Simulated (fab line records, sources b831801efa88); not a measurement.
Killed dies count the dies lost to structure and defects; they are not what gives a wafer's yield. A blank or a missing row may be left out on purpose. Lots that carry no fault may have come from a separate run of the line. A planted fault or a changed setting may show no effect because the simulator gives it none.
8D (eight disciplines) problem report, filled in by code || flow sfqLine || the parts of the form that need people (team, actions taken, sign-off) are left out

## 1. WHAT IS WRONG
Wafers without a fault read 200.1 nm, standard deviation 1.1; thkNm at SFQ_TRILAYER_I4_METRO_MEASURE_101 reads a mean of 181.0 nm on 2 wafers belonging to 2 lots. That is -17 standard deviations from the usual mean.
Seen first at day 53 17:16 on filmMetro-04, wafer L563.3. Wafers with a number at this step in the record: 42, from 14 lots. By rule, "out" or "out of limits" means more than 4 standard deviations away from the usual mean. The rest of the wafers with a number are treated as sound.

## 2. WHAT IT IS; WHAT IT IS NOT
{"question": "which readings at this step", "is": "thkNm", "is not": "-"}
{"question": "which lots", "is": "L563, L565", "is not": "L553, L554, L556, L558, L559, L561, L562, L566, L571, L573, L575, L576"}
{"question": "which wafers of those lots", "is": "L563.3, L565.4", "is not": "L563.4, L563.5, L565.1, L565.6"}
{"question": "read on which tools", "is": "filmMetro-01, filmMetro-04", "is not": "filmMetro-03"}
{"question": "when", "is": "from day 53 17:16", "is not": "up to then (23 sound wafers); but 17 sound wafers of L565, L566, L571, L573, L575, L576 came after"}

## 3. WHAT RULES OUT EACH SUSPECT
Counting: if a tool at a process step up to the reading ran every lot that is out, it stays a suspect. Sound lots after the first of them don't rule it out here, since some wafers of a struck lot are sound.
- cmp-02 at SFQ_TRILAYER_I4_CMP_CMP_100 (polishes SiO2): kept. It ran every lot that is out, first L563 (day 53 14:45); its last sound lot up to then is L562 (day 52 21:49).
- In cmp-02 at SFQ_TRILAYER_I4_CMP_CMP_100, the wafers that are out were processed in chamber 0 and their sound lot-mates in chambers 1, 2, 3.
After counting, what remains is cmp-02 at SFQ_TRILAYER_I4_CMP_CMP_100.

## 4. THE CAUSE (what the simulator had put in)
cmp-02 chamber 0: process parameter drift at SFQ_TRILAYER_I4_CMP_CMP_100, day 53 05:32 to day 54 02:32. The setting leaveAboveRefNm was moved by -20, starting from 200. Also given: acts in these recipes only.
Counting left only this tool.

## 5. SEQUENCE OF EFFECTS, ordered by route
Each row: a reading where the mean over the struck wafers with a number is more than 3 standard deviations away from the usual. Scope: only readings with a usual standard deviation given in the record; hours: median across lots of the time from each lot's start at the first step in this table that gives one to its start at this step; sigmas: change in usual standard deviations.
{"hours": 0, "step": "SFQ_TRILAYER_I4_METRO_MEASURE_101", "reading": "thkNm", "usual": "200.1 nm", "on struck wafers": 181.0, "change": -19.1, "sigmas": -17}
{"hours": 4, "step": "SFQ_TRILAYER_I4_VIA_ETCH_VIA_ETCH_106", "reading": "oesProductAu", "usual": "0.855 a.u.", "on struck wafers": 0.810, "change": -0.045, "sigmas": -8.7}
Its process steps:
- SFQ_TRILAYER_I4_METRO_MEASURE_101
- SFQ_TRILAYER_I4_VIA_ETCH_VIA_ETCH_106: etches SiO2 in CHF3, stops on Nb, target depth 260 nm.

## 6. WHAT WOULD HAVE CAUGHT IT SOONER
In this record the first reading out of limits was taken at day 53 17:16, 12 hours after the fault began at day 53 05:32.
No tool reading at SFQ_TRILAYER_I4_CMP_CMP_100 that has a usual standard deviation in the record was out on any struck wafer, so an alarm limit of 4 standard deviations on those readings would not have fired.
L565, from the lots that are out (2), started SFQ_TRILAYER_I4_CMP_CMP_100 on cmp-02 later than day 53 17:16. A hold on the tool at that time would have spared it.
